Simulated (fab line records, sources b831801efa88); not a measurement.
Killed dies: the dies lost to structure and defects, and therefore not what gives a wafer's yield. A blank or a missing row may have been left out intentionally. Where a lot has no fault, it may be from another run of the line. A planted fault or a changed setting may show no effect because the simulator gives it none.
Chamber matching / flow sky130 / cmp-01 running SKY_VIA1_CMP_24: 4 sister chambers
The step polishes, stops on SiO2, t overpolish 15 s, target thk 0 nm. 8 wafers are shown with their chamber, then 8 later ones without.

## WAFERS, EACH WITH ITS CHAMBER
wafer=L082.1; chamber=2; motor current A (A)=13.0; time to endpoint s (s)=61
wafer=L082.6; chamber=1; motor current A (A)=10.6; time to endpoint s (s)=67
wafer=L085.4; chamber=1; motor current A (A)=10.7; time to endpoint s (s)=68
wafer=L085.6; chamber=2; motor current A (A)=13.1; time to endpoint s (s)=65
wafer=L084.2; chamber=3; motor current A (A)=11.4; time to endpoint s (s)=67
wafer=L084.5; chamber=0; motor current A (A)=12.3; time to endpoint s (s)=62
wafer=L084.6; chamber=3; motor current A (A)=11.0; time to endpoint s (s)=61
wafer=L086.4; chamber=0; motor current A (A)=12.4; time to endpoint s (s)=65

## WAFERS WITH NO CHAMBER GIVEN
wafer=L086.5; motor current A (A)=10.9; time to endpoint s (s)=64
wafer=L086.6; motor current A (A)=12.5; time to endpoint s (s)=61
wafer=L091.4; motor current A (A)=12.6; time to endpoint s (s)=68
wafer=L091.5; motor current A (A)=10.4; time to endpoint s (s)=71
wafer=L091.6; motor current A (A)=12.6; time to endpoint s (s)=69
wafer=L092.2; motor current A (A)=11.2; time to endpoint s (s)=68
wafer=L092.5; motor current A (A)=11.8; time to endpoint s (s)=64
wafer=L092.6; motor current A (A)=10.6; time to endpoint s (s)=70

## WHICH CHAMBER EACH ONE RAN IN
wafer=L086.5; from the rows above=can't be placed: 3 or 1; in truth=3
wafer=L086.6; from the rows above=0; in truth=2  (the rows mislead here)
wafer=L091.4; from the rows above=can't be placed: 0 or 2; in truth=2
wafer=L091.5; from the rows above=1; in truth=1
wafer=L091.6; from the rows above=can't be placed: 0 or 2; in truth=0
wafer=L092.2; from the rows above=3; in truth=3
wafer=L092.5; from the rows above=can't be placed: 0 or 3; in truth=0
wafer=L092.6; from the rows above=1; in truth=1
Placed correctly: 3 of 8. These rows do not allow placing 4 (true chamber among the candidates in 4). Wrongly placed: 1.
How it was worked out, from the rows above alone: a wafer's distance from a chamber is the root of the sum, over the readings, of the square of ((its reading less the chamber's mean) divided by the reading's scatter). If the next closest chamber is less than 2 further off than the closest, the wafer can't be placed; otherwise it belongs to the closest. Each chamber's mean is taken over the wafers shown for it. The scatter: the root of (the sum of the squares of (reading less its chamber's mean) over the shown wafers, divided by (wafers less chambers)).
